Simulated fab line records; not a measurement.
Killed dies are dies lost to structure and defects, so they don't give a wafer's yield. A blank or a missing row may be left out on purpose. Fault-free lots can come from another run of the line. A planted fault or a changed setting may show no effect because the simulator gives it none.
Chamber matching / flow sky130 / SKY_VIA3_CMP_02 on cmp-02 has 4 sister chambers
The step polishes SiO2. 24 wafers are shown with their chamber, then 12 later ones without.

WAFERS PAIRED WITH THEIR CHAMBERS
wafer=L074.1; chamber=0; motorCurrentA (A)=12.3
wafer=L074.2; chamber=3; motorCurrentA (A)=11.1
wafer=L074.6; chamber=0; motorCurrentA (A)=13.1
wafer=L078.3; chamber=0; motorCurrentA (A)=12.5
wafer=L078.4; chamber=2; motorCurrentA (A)=10.2
wafer=L078.6; chamber=3; motorCurrentA (A)=10.6
wafer=L081.1; chamber=1; motorCurrentA (A)=11.4
wafer=L081.2; chamber=0; motorCurrentA (A)=12.8
wafer=L081.6; chamber=3; motorCurrentA (A)=11.3
wafer=L083.2; chamber=2; motorCurrentA (A)=10.5
wafer=L083.4; chamber=3; motorCurrentA (A)=11.5
wafer=L083.6; chamber=2; motorCurrentA (A)=10.2
wafer=L084.2; chamber=1; motorCurrentA (A)=12.1
wafer=L084.4; chamber=3; motorCurrentA (A)=11.6
wafer=L084.6; chamber=0; motorCurrentA (A)=12.5
wafer=L085.1; chamber=0; motorCurrentA (A)=12.9
wafer=L085.4; chamber=2; motorCurrentA (A)=11.0
wafer=L085.5; chamber=3; motorCurrentA (A)=11.1
wafer=L086.1; chamber=2; motorCurrentA (A)=10.5
wafer=L086.2; chamber=3; motorCurrentA (A)=10.7
wafer=L086.4; chamber=0; motorCurrentA (A)=12.8
wafer=L088.1; chamber=0; motorCurrentA (A)=12.7
wafer=L088.4; chamber=3; motorCurrentA (A)=11.5
wafer=L088.6; chamber=2; motorCurrentA (A)=10.3

SIGNATURES, as means of the wafers listed above
reading=motorCurrentA; chamber 0=12.700; chamber 1=11.750; chamber 2=10.450; chamber 3=11.175; scatter within a chamber=0.327
Rule: a wafer's distance from a chamber is the root of the sum, over the readings, of the square of ((its reading less the chamber's mean) divided by the reading's scatter). If the next closest chamber is less than 2 further off than the closest, the wafer can't be placed; otherwise it belongs to the closest. How the scatter is found: for the shown wafers, subtract from each reading the mean of its chamber, square and add these, divide the total by (wafers less chambers), then take the root.

WAFERS WITH NO CHAMBER GIVEN
wafer=L090.2; motorCurrentA (A)=10.0
wafer=L090.5; motorCurrentA (A)=11.8
wafer=L090.6; motorCurrentA (A)=10.5
wafer=L091.2; motorCurrentA (A)=12.2
wafer=L091.3; motorCurrentA (A)=11.3
wafer=L091.4; motorCurrentA (A)=11.5
wafer=L093.4; motorCurrentA (A)=10.9
wafer=L093.5; motorCurrentA (A)=13.2
wafer=L093.6; motorCurrentA (A)=11.4
wafer=L097.3; motorCurrentA (A)=12.6
wafer=L097.4; motorCurrentA (A)=11.6
wafer=L097.5; motorCurrentA (A)=12.3

EACH ONE'S CHAMBER
wafer=L090.2; from the rows above=2; in truth=2
wafer=L090.5; from the rows above=can't be placed: 1 or 3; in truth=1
wafer=L090.6; from the rows above=can't be placed: 2 or 3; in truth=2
wafer=L091.2; from the rows above=can't be placed: 1 or 0 or 3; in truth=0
wafer=L091.3; from the rows above=can't be placed: 3 or 1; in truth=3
wafer=L091.4; from the rows above=can't be placed: 1 or 3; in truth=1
wafer=L093.4; from the rows above=can't be placed: 3 or 2 or 1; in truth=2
wafer=L093.5; from the rows above=0; in truth=0
wafer=L093.6; from the rows above=can't be placed: 3 or 1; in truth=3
wafer=L097.3; from the rows above=0; in truth=0
wafer=L097.4; from the rows above=can't be placed: 1 or 3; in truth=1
wafer=L097.5; from the rows above=can't be placed: 0 or 1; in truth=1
3 of 12 placed correctly. These rows do not allow placing 9 (true chamber among the candidates in 9). Wrongly placed: 0.
